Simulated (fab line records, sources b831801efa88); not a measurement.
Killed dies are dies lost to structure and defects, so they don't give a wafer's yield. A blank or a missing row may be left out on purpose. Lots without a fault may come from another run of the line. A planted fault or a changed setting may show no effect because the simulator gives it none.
A struck lot beside a sound one | flow gf180mcu | 13 steps out of a route of 602
Sound: wafers L827.1, L827.3, L827.5. Struck: wafers L819.2, L819.4, L819.6. The cause comes at the end.
At each step with rows: each side's tool, then ch and its chambers, then its first start. Under that, the readings that differ: sound wafers | struck wafers | difference of the means | sigmas: that difference in standard deviations of wafers without a fault.
alike: readings whose means differ by less than 2 such deviations, and words and numbers that are the same on both sides. not compared: withheld readings, readings that some wafer has no value for, bounds like >300 that may hide the same value, and numbers for which the record gives no deviation and whose values overlap.
The two part at a step that has a row with sigmas, a row that says differs or no value, or rows on one side only. Numbers that don't overlap but have no deviation are shown without sigmas and don't part them. A reading that every wafer of one side lacks parts them only if that side has two wafers or more.

GF_STI_BOW_MEAS_00:
  sound on film_metro-03, day 4 08:00; struck on film_metro-01, day 2 16:01
  alike: INCOMING_BOW
then, 1 step without rows for these wafers: GF_STI_OXIDATION_01 (stabilise 600 s, purge 300 s, target thk 10 nm).
GF_STI_THK_MEAS_02:
  sound on film_metro-02, day 4 09:44; struck on film_metro-01, day 2 17:31
  alike: STI_OXIDATION_THK
then, 1 step without rows for these wafers: GF_STI_CVD_03 (deposits Si3N4 from DCS/NH3, target thk 207.16 nm, time 3551 s).
GF_STI_THK_MEAS_04:
  sound on film_metro-02, day 4 11:46; struck on film_metro-02, day 2 20:34
  reading             | sound             | struck            | difference | sigmas
  STI_CVD_03_THK (nm) | 211.0 208.8 209.6 | 204.1 203.2 204.1 | -6.0       | -3
then, 6 steps without rows for these wafers: GF_STI_DEHYDRATE_05 (time 60 s); GF_STI_HMDS_06 (prime time 60 s); GF_STI_COAT_07 (resist thk 700 nm); GF_STI_SOFTBAKE_08 (time 60 s); GF_STI_EXPOSE_09 (exposes mask COMP, target cd 220 nm); GF_STI_PEB_10 (peb time 90 s).
GF_STI_DEVELOP_11: develop time 60 s.
  sound on litho_track-04 ch 0, day 5 01:05; struck on litho_track-04, day 3 08:43
  no value came back on the struck wafers for chill_plate_temp_C (C), develop_time_s (s); on the sound wafers chill_plate_temp_C (C) reads 22.81 22.93 22.79
  reading                              | sound           | struck          | difference | sigmas
  model.KrF_of_STI_COAT_07.thk_nm (nm) | 683 684.1 684.5 | 700.5 700.8 703 | +17.6      |
GF_STI_CD_MEAS_12: target cd 220 nm.
  sound on cd_sem-01, day 5 01:14; struck on cd_sem-01, day 3 08:51
  reading    | sound             | struck | difference                    | sigmas
  cd_nm (nm) | 216.5 216.5 216.9 | - - -  | no value on the struck wafers |

WHERE THEY PART
First at GF_STI_THK_MEAS_04; last, within this record, at GF_STI_CD_MEAS_12.

WHY: what the simulator had put in
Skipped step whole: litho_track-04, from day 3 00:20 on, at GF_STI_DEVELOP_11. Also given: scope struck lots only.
